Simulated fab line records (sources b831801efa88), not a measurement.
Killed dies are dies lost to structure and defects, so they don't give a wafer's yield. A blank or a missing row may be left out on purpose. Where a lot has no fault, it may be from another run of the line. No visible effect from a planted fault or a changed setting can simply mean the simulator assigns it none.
The same fault as seen by 2 desks + flow gf180mcu + every desk sees just its own numbers, and what lay behind them comes last

== AT THE TOOL OWNER'S DESK: rieDiel-03 ==
The tool's own readings at GF_V3_ETCH_17 (etches SiO2 in C4F8/O2/Ar, stops on TiN, target depth 635 nm): means of the sampled wafers that have a number, for each lot that ran on this tool. The brackets show how far a lot's mean lies from the usual mean; more than 4 standard deviations puts the lot out of limits, marked OUT.
Columns: A = biasW at GF_V3_ETCH_17, usual 1200 W; B = oesProductAu at GF_V3_ETCH_17, usual 0.855 a.u.
| lot  | first seen here | A               | B     |
|------|-----------------|-----------------|-------|
| L628 | day 22 09:00    | 1202            | 0.854 |
| L632 | day 23 22:00    | 1202            | 0.854 |
| L633 | day 24 13:00    | 1197            | 0.860 |
| L638 | day 26 08:00    | 1201            | 0.854 |
| L639 | day 26 16:00    | 1195            | 0.852 |
| L641 | day 27 12:00    | 1204            | 0.853 |
| L644 | day 28 05:00    | 1216 (+4.1) OUT | 0.861 |
This desk finds L644 out of limits, L644 being first, at day 28 05:00 (biasW at GF_V3_ETCH_17). L628, L632, L633, L638, L639, L641 stayed within limits.

== METROLOGY DESK ==
Lot by lot, what the gauges showed, no matter which tool ran the lot: averages of those sampled wafers that carry a number. The brackets show how far a lot's mean lies from the usual mean; more than 4 standard deviations puts the lot out of limits, marked OUT.
Columns: A = V4_W_THK at GF_V4_THK_MEAS_25, usual 349 nm
| lot  | first seen here | A   |
|------|-----------------|-----|
| L627 | day 24 03:36    | 348 |
| L628 | day 24 10:24    | 350 |
| L629 | day 24 22:04    | 341 |
| L630 | day 25 04:42    | 349 |
| L631 | day 25 15:30    | 350 |
| L632 | day 25 22:10    | 353 |
| L633 | day 26 11:32    | 346 |
| L634 | day 27 00:26    | 354 |
| L638 | day 28 04:50    | 350 |
| L639 | day 28 11:26    | 352 |
| L641 | day 29 06:41    | 347 |
| L644 | day 30 00:26    | 350 |
| L647 | day 30 14:20    | 350 |
Finding of this desk: none of the 13 lots has anything out of limits.

== PUT TOGETHER ==
An alarm could have come from the tool owner's desk at day 28 05:00, on L644.
At the metrology desk, nothing out of limits was observed.
The metrology desk holds a record of L644, inside its limits.
The lots listed all ran GF_V3_ETCH_17 on rieDiel-03.

== WHAT THE SIMULATOR HAD PUT IN ==
rieDiel-03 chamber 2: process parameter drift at GF_V3_ETCH_17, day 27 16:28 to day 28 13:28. Setting biasW shifted by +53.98 from 1200. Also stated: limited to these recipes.
Shown lots that were struck: L644.
Delay in hours, fault start to first out-of-limits reading, by desk: the tool owner's desk at 13.
